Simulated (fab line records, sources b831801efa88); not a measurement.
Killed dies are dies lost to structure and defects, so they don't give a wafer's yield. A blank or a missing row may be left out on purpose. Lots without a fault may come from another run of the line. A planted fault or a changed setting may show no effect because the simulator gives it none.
Which tool did it? | flow sky130 | 6 lots, 18 wafers sampled, at 3 steps of a route of 708

WHAT THE GAUGES READ, wafer by wafer
SKY_CONTACT_THK_MEAS_01.
lot  | measured     | on            | CONTACT_CVD_00_THK (nm)
L400 | day 32 20:13 | film_metro-04 | 56.3 56.7 74.3
L407 | day 35 00:14 | film_metro-01 | 75.7 76.0 75.4
L409 | day 35 15:47 | film_metro-02 | 73.9 74.8 74.7
L412 | day 36 15:55 | film_metro-01 | 74.9 76.5 75.2
L413 | day 36 20:55 | film_metro-01 | 75.7 75.6 75.9
L417 | day 38 11:03 | film_metro-04 | 74.2 74.6 75.9

WHICH TOOL RAN EACH LOT (tool, then ch and the chambers of the sampled wafers, then the start)
lot  | SKY_LI_CONTACT_SPUTTER_19    | SKY_CONTACT_CVD_00
L400 | pvd_sputter-01, day 31 14:23 | pecvd-01 ch 0,1,2, day 32 20:11
L407 | pvd_sputter-01, day 33 19:14 | pecvd-02 ch 0,1,2, day 35 00:11
L409 | pvd_sputter-04, day 34 11:23 | pecvd-03 ch 0,1, day 35 15:45
L412 | pvd_sputter-01, day 35 11:21 | pecvd-01 ch 0,2, day 36 15:52
L413 | pvd_sputter-01, day 35 16:37 | pecvd-01 ch 0,1,2, day 36 20:53
L417 | pvd_sputter-02, day 37 07:27 | pecvd-01 ch 0,1,2, day 38 11:01
- SKY_LI_CONTACT_SPUTTER_19: material Ti, target thk 20 nm, time 106.37 s.
- SKY_CONTACT_CVD_00: deposits Si3N4, target thk 75 nm.

THE ANSWER, worked out from the rows above alone
Rule: what is usual is taken from the lots themselves. Put in order of their means at a reading, lots are off if they are a third of the lots or fewer, leave a main group of 4 or more, and stand apart from it by a gap of 3 or more times the standard deviation of the main group's means; of several such gaps the widest counts. A main group whose means are all the same, to the digits that the tables above print for the reading, isn't used. A lot without any number at a reading at which 4 lots or more have one is off too. The other lots that the step has rows for count as sound.
Off: L400, at SKY_CONTACT_THK_MEAS_01 (CONTACT_CVD_00_THK). The main group: mean 75.3 nm, standard deviation 0.5.
A tool fits if, at a process step before that reading, it ran every lot that is off, and no sound lot after the first of them. The gauges at SKY_CONTACT_THK_MEAS_01 are tried like those tools. None of those tried fits.

WHAT THE SIMULATOR HAD PUT IN
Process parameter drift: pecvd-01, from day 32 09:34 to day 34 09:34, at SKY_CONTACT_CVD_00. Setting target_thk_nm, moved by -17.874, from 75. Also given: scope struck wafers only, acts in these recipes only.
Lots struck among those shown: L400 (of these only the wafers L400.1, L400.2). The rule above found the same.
